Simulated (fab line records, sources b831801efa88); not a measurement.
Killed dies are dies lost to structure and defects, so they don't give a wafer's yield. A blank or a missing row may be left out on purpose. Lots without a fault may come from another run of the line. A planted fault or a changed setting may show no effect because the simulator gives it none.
Which tool did it? | flow gf180mcu | 15 lots, 45 wafers sampled, at 4 steps of a route of 602

WHAT THE GAUGES READ, wafer by wafer
GF_M4_CD_MEAS_14: target cd 280 nm. Usual: cd_nm 279.9 nm, standard deviation 1.1.
lot  | measured     | on        | cd_nm (nm)        | flag
L711 | day 23 02:45 | cd_sem-02 | 278.5 278.7 279.6 |
L712 | day 23 12:35 | cd_sem-01 | 281.8 281.2 282.3 |
L714 | day 24 17:13 | cd_sem-01 | 280.5 280.7 279.4 |
L715 | day 25 00:07 | cd_sem-01 | 279.5 280.3 279.7 |
L716 | day 25 08:50 | cd_sem-02 | 280.4 280.6 280.3 |
L718 | day 26 05:16 | cd_sem-01 | 279.4 277.8 277.8 |
L719 | day 26 07:29 | cd_sem-01 | 279.9 280.8 279.5 |
L721 | day 26 18:07 | cd_sem-01 | 279.9 280.2 279.4 |
L724 | day 27 21:00 | cd_sem-02 | 279.3 280.0 279.3 |
L725 | day 27 22:34 | cd_sem-02 | 280.2 280.8 281.1 |
L726 | day 28 09:19 | cd_sem-02 | 280.0 281.5 280.5 |
L731 | day 29 20:37 | cd_sem-02 | 280.1 278.9 279.9 |
L732 | day 30 02:16 | cd_sem-01 | 283.3 281.7 281.7 |
L733 | day 30 06:13 | cd_sem-01 | 278.5 279.7 280.0 |
L734 | day 30 09:41 | cd_sem-02 | 279.6 278.9 280.5 |

GF_M4_OVL_MEAS_15. Usual: M4_OVL 0 nm, standard deviation 5.1.
lot  | measured     | on         | M4_OVL (nm) | flag
L711 | day 23 02:51 | overlay-01 | -4 1 -5     |
L712 | day 23 12:43 | overlay-01 | -10 1 -3    |
L714 | day 24 17:20 | overlay-01 | 5 0 -1      |
L715 | day 25 00:13 | overlay-01 | -6 -6 -6    |
L716 | day 25 08:55 | overlay-01 | 3 7 -3      |
L718 | day 26 05:23 | overlay-01 | -2 -4 -6    |
L719 | day 26 07:35 | overlay-01 | 8 2 -2      |
L721 | day 26 18:14 | overlay-01 | 3 4 0       |
L724 | day 27 21:05 | overlay-01 | -2 -7 3     |
L725 | day 27 22:41 | overlay-01 | 2 3 5       |
L726 | day 28 09:26 | overlay-02 | 8 4 1       |
L731 | day 29 20:44 | overlay-02 | -2 1 -1     |
L732 | day 30 02:23 | overlay-01 | 1 1 7       |
L733 | day 30 06:20 | overlay-01 | -6 -9 -5    |
L734 | day 30 09:48 | overlay-02 | 1 0 -4      |

WHICH TOOL RAN EACH LOT (tool, then ch and the chambers of the sampled wafers, then the start)
lot  | GF_V3_CMP_04                  | GF_M4_SPUTTER_03
L711 | cmp-01 ch 0,1,2, day 21 01:36 | pvd_sputter-01, day 22 03:13
L712 | cmp-01 ch 0,1, day 21 11:56   | pvd_sputter-01, day 22 13:41
L714 | cmp-01 ch 0,1,3, day 22 18:49 | pvd_sputter-02, day 23 19:53
L715 | cmp-02 ch 0,2,3, day 23 00:16 | pvd_sputter-02, day 24 01:17
L716 | cmp-01 ch 0,1, day 23 11:55   | pvd_sputter-02, day 24 11:19
L718 | cmp-02 ch 0,2,3, day 24 09:39 | pvd_sputter-01, day 25 08:24
L719 | cmp-02 ch 0,1,2, day 24 10:55 | pvd_sputter-02, day 25 10:37
L721 | cmp-02 ch 0,2,3, day 24 22:05 | pvd_sputter-03, day 25 21:17
L724 | cmp-02 ch 0,2, day 26 01:04   | pvd_sputter-02, day 27 00:38
L725 | cmp-02 ch 0,1,3, day 26 05:01 | pvd_sputter-03, day 27 02:14
L726 | cmp-01 ch 0,1, day 26 16:13   | pvd_sputter-03, day 27 13:58
L731 | cmp-01 ch 1,3, day 28 04:54   | pvd_sputter-01, day 29 01:57
L732 | cmp-02 ch 2,3, day 28 11:16   | pvd_sputter-01, day 29 08:00
L733 | cmp-01 ch 1,2,3, day 28 15:40 | pvd_sputter-01, day 29 11:56
L734 | cmp-02 ch 1,2,3, day 28 18:07 | pvd_sputter-01, day 29 14:43
- GF_V3_CMP_04: polishes SiO2.
- GF_M4_SPUTTER_03: material Ti, target thk 10 nm, time 6.7 s.

WHAT THE TOOLS THEMSELVES READ (means of the sampled wafers that have a number; where no wafer has one, the mark that the record gives instead)
GF_V3_CMP_04. Usual: edge_zone_pressure_frac 1.001, standard deviation 0.0049; motor_current_A 11.8 A, standard deviation 0.84; time_to_endpoint_s 79 s, standard deviation 5.5.
lot  | tool   | edge_zone_pressure_frac | motor_current_A (A) | time_to_endpoint_s (s) | flag
L711 | cmp-01 | 1.005                   | 12.6                | 81                     |
L712 | cmp-01 | 0.997                   | 13.0                | 84                     |
L714 | cmp-01 | 1.005                   | 12.2                | 81                     |
L715 | cmp-02 | 1.001                   | 11.6                | 79                     |
L716 | cmp-01 | 0.997                   | 12.8                | 81                     |
L718 | cmp-02 | 0.996                   | 11.7                | 76                     |
L719 | cmp-02 | 0.997                   | 11.8                | 79                     |
L721 | cmp-02 | 1.002                   | 11.2                | 76                     |
L724 | cmp-02 | 0.997                   | 11.2                | 82                     |
L725 | cmp-02 | 1.001                   | 11.8                | 79                     |
L726 | cmp-01 | 1.002                   | 13.0                | 73                     |
L731 | cmp-01 | 1.003                   | 11.2                | 79                     |
L732 | cmp-02 | 1.005                   | 12.2                | 85                     |
L733 | cmp-01 | 0.999                   | 11.6                | 81                     |
L734 | cmp-02 | 0.999                   | 11.7                | 89                     |

GF_M4_SPUTTER_03. Usual: cathode_dc_power_W 3000.1 W, standard deviation 0.53; chamber_pressure_pa 0.3001 Pa, standard deviation 0.00058; throttle_valve_pct 29.2 %, standard deviation 1.
lot  | tool           | cathode_dc_power_W (W) | chamber_pressure_pa (Pa) | throttle_valve_pct (%) | flag
L711 | pvd_sputter-01 | 3000.0                 | 0.2999                   | 29.5                   |
L712 | pvd_sputter-01 | 2999.8                 | 0.2999                   | 29.5                   |
L714 | pvd_sputter-02 | 3000.6                 | 0.2996                   | 29.1                   |
L715 | pvd_sputter-02 | 3000.7                 | 0.3003                   | 29.4                   |
L716 | pvd_sputter-02 | 3000.1                 | 0.3005                   | 29.6                   |
L718 | pvd_sputter-01 | 3000.5                 | 0.2999                   | 29.3                   |
L719 | pvd_sputter-02 | 2999.8                 | 0.2999                   | 29.7                   |
L721 | pvd_sputter-03 | 3000.1                 | 0.2999                   | 29.1                   |
L724 | pvd_sputter-02 | -                      | -                        | -                      | OFF
L725 | pvd_sputter-03 | -                      | -                        | -                      | OFF
L726 | pvd_sputter-03 | -                      | -                        | -                      | OFF
L731 | pvd_sputter-01 | 3000.0                 | 0.3000                   | 28.4                   |
L732 | pvd_sputter-01 | 2999.4                 | 0.3000                   | 28.0                   |
L733 | pvd_sputter-01 | 3000.7                 | 0.3004                   | 28.3                   |
L734 | pvd_sputter-01 | 3000.6                 | 0.2998                   | 29.0                   |

THE ANSWER, worked out from the rows above alone
Rule: a lot is off if the mean of its wafers that have a number lies more than 3 standard deviations from the usual mean. A lot without any number at a reading at which 4 lots or more have one is off too. The other lots that the step has rows for count as sound. The gauges are gone through in route order, then the tools' own readings, and for those a lot's mean is taken as printed above. The first step at which some lot is off is used, and at that step the reading that is off furthest; a lot without a number counts as furthest.
Off: L724, L725, L726, at GF_M4_SPUTTER_03 (cathode_dc_power_W). Without a number there: L724, L725, L726.
A tool fits if, at that step or a process step before it, it ran every lot that is off, and no sound lot after the first of them. None of those tried fits.

WHAT THE SIMULATOR HAD PUT IN
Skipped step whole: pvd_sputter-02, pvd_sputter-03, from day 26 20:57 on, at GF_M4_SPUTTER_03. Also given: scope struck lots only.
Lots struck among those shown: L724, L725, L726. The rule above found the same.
